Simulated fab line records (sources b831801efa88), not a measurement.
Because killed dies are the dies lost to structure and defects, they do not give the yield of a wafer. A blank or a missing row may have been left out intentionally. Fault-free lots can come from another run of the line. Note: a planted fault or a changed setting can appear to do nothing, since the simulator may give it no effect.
Which tool is to blame? / flow sky130 / 36 wafers from 12 lots sampled at 3 of the route's 708 steps

## WHAT THE GAUGES READ, wafer by wafer
SKY_VIA3_CD_MEAS_12: the cd target is 200 nm.
lot=L478; measured=day 39 07:02; on=cd sem-01; cd nm (nm)=202.7 203.0 203.5
lot=L480; measured=day 40 08:58; on=cd sem-02; cd nm (nm)=200.3 201.1 199.7
lot=L481; measured=day 40 15:50; on=cd sem-01; cd nm (nm)=200.0 198.5 201.0
lot=L482; measured=day 40 22:44; on=cd sem-01; cd nm (nm)=201.3 200.8 202.0
lot=L483; measured=day 41 06:56; on=cd sem-02; cd nm (nm)=199.2 199.8 200.5
lot=L484; measured=day 41 13:43; on=cd sem-02; cd nm (nm)=200.7 199.0 200.9
lot=L485; measured=day 42 03:32; on=cd sem-01; cd nm (nm)=197.5 198.1 198.9
lot=L488; measured=day 42 22:56; on=cd sem-02; cd nm (nm)=200.7 202.0 200.8
lot=L489; measured=day 43 00:52; on=cd sem-01; cd nm (nm)=199.8 199.3 200.4
lot=L490; measured=day 43 10:02; on=cd sem-01; cd nm (nm)=198.2 198.8 199.5
lot=L491; measured=day 43 17:23; on=cd sem-01; cd nm (nm)=197.9 198.2 199.6
lot=L496; measured=day 44 20:28; on=cd sem-01; cd nm (nm)=200.1 200.3 199.0

## TOOL THAT RAN EACH LOT (tool first, then ch and the chambers of the sampled wafers, then the start)
lot=L478; SKY_CAPM_METAL_ETCH_13=rie metal-02 ch 0,1, day 37 02:23; SKY_METAL3_DESCUM_15=rie metal-04 ch 1, day 38 04:58
lot=L480; SKY_CAPM_METAL_ETCH_13=rie metal-02 ch 0,1, day 38 05:10; SKY_METAL3_DESCUM_15=rie metal-01 ch 0, day 39 07:19
lot=L481; SKY_CAPM_METAL_ETCH_13=rie metal-01 ch 0,1, day 38 12:28; SKY_METAL3_DESCUM_15=rie metal-03 ch 1, day 39 14:22
lot=L482; SKY_CAPM_METAL_ETCH_13=rie metal-02 ch 0,1, day 38 19:16; SKY_METAL3_DESCUM_15=rie metal-04 ch 0,1, day 39 21:04
lot=L483; SKY_CAPM_METAL_ETCH_13=rie metal-01 ch 0,1, day 39 04:56; SKY_METAL3_DESCUM_15=rie metal-03 ch 0,1, day 40 05:47
lot=L484; SKY_CAPM_METAL_ETCH_13=rie metal-04 ch 0,1, day 39 12:11; SKY_METAL3_DESCUM_15=rie metal-04 ch 0,1, day 40 12:37
lot=L485; SKY_CAPM_METAL_ETCH_13=rie metal-01 ch 0,1, day 40 00:54; SKY_METAL3_DESCUM_15=rie metal-03 ch 0,1, day 41 01:46
lot=L488; SKY_CAPM_METAL_ETCH_13=rie metal-01 ch 0,1, day 40 22:16; SKY_METAL3_DESCUM_15=rie metal-04 ch 0,1, day 41 22:43
lot=L489; SKY_CAPM_METAL_ETCH_13=rie metal-02 ch 0,1, day 40 23:40; SKY_METAL3_DESCUM_15=rie metal-04 ch 0,1, day 42 00:28
lot=L490; SKY_CAPM_METAL_ETCH_13=rie metal-01 ch 0,1, day 41 08:35; SKY_METAL3_DESCUM_15=rie metal-04 ch 0,1, day 42 09:29
lot=L491; SKY_CAPM_METAL_ETCH_13=rie metal-04 ch 0,1, day 41 16:11; SKY_METAL3_DESCUM_15=rie metal-04 ch 0,1, day 42 16:23
lot=L496; SKY_CAPM_METAL_ETCH_13=rie metal-02 ch 0,1, day 42 22:01; SKY_METAL3_DESCUM_15=rie metal-03 ch 0,1, day 43 20:53
- SKY_CAPM_METAL_ETCH_13: etches TiN in Cl2/BCl3, stops on SiO2, target depth 220 nm, time 62.9 s.
- SKY_METAL3_DESCUM_15: chemistry O2, time 8 s.

## AS READ BY THE TOOLS THEMSELVES (means over the sampled wafers that have a number; for cases with no such wafer, the mark the record gives instead)
SKY_CAPM_METAL_ETCH_13.
lot=L478; tool=rie metal-02; drypump motor current A (A)=5.5; oes product au (a.u.)=0.946; throttle valve pct (%)=21.896
lot=L480; tool=rie metal-02; drypump motor current A (A)=5.5; oes product au (a.u.)=0.941; throttle valve pct (%)=21.899
lot=L481; tool=rie metal-01; drypump motor current A (A)=6.4; oes product au (a.u.)=0.945; throttle valve pct (%)=21.901
lot=L482; tool=rie metal-02; drypump motor current A (A)=5.4; oes product au (a.u.)=0.947; throttle valve pct (%)=21.900
lot=L483; tool=rie metal-01; drypump motor current A (A)=6.4; oes product au (a.u.)=0.929; throttle valve pct (%)=21.902
lot=L484; tool=rie metal-04; drypump motor current A (A)=6.1; oes product au (a.u.)=0.946; throttle valve pct (%)=21.903
lot=L485; tool=rie metal-01; drypump motor current A (A)=6.2; oes product au (a.u.)=0.937; throttle valve pct (%)=21.900
lot=L488; tool=rie metal-01; drypump motor current A (A)=6.2; oes product au (a.u.)=0.944; throttle valve pct (%)=21.908
lot=L489; tool=rie metal-02; drypump motor current A (A)=5.4; oes product au (a.u.)=0.932; throttle valve pct (%)=21.902
lot=L490; tool=rie metal-01; drypump motor current A (A)=6.4; oes product au (a.u.)=0.935; throttle valve pct (%)=21.915
lot=L491; tool=rie metal-04; drypump motor current A (A)=5.8; oes product au (a.u.)=0.939; throttle valve pct (%)=21.890
lot=L496; tool=rie metal-02; drypump motor current A (A)=5.4; oes product au (a.u.)=0.947; throttle valve pct (%)=21.901

SKY_METAL3_DESCUM_15.
lot=L478; tool=rie metal-04; drypump motor current A (A)=6.4; oes product au (a.u.)=1.021
lot=L480; tool=rie metal-01; drypump motor current A (A)=6.1; oes product au (a.u.)=0.988
lot=L481; tool=rie metal-03; drypump motor current A (A)=6.2; oes product au (a.u.)=0.994
lot=L482; tool=rie metal-04; drypump motor current A (A)=5.8; oes product au (a.u.)=1.027
lot=L483; tool=rie metal-03; drypump motor current A (A)=6.0; oes product au (a.u.)=0.998
lot=L484; tool=rie metal-04; drypump motor current A (A)=5.8; oes product au (a.u.)=1.028
lot=L485; tool=rie metal-03; drypump motor current A (A)=6.0; oes product au (a.u.)=0.988
lot=L488; tool=rie metal-04; drypump motor current A (A)=6.1; oes product au (a.u.)=1.016
lot=L489; tool=rie metal-04; drypump motor current A (A)=5.8; oes product au (a.u.)=1.021
lot=L490; tool=rie metal-04; drypump motor current A (A)=5.8; oes product au (a.u.)=1.025
lot=L491; tool=rie metal-04; drypump motor current A (A)=5.8; oes product au (a.u.)=1.022
lot=L496; tool=rie metal-03; drypump motor current A (A)=6.0; oes product au (a.u.)=0.999

## THE ANSWER, worked out from the rows above alone
Rule: what is usual is taken from the lots themselves. Put in order of their means at a reading, lots are off if they are a third of the lots or fewer, leave a main group of 4 or more, and stand apart from it by a gap of 3 or more times the standard deviation of the main group's means; of several such gaps the widest counts. If all means in a main group match to the digits the tables above print for the reading, that group is not used. Also off: a lot with no number at a reading for which 4 or more lots have one. Any other lot the step has rows for is counted as sound. The gauges are gone through in route order, then the tools' own readings, and for those a lot's mean is taken as printed above. At the first step where some lot is off, the reading lying furthest off is the one used; lots without a number count as furthest.
Across all readings shown, no lot is off: no conclusion can be drawn from this.

## WHAT THE SIMULATOR HAD INSERTED
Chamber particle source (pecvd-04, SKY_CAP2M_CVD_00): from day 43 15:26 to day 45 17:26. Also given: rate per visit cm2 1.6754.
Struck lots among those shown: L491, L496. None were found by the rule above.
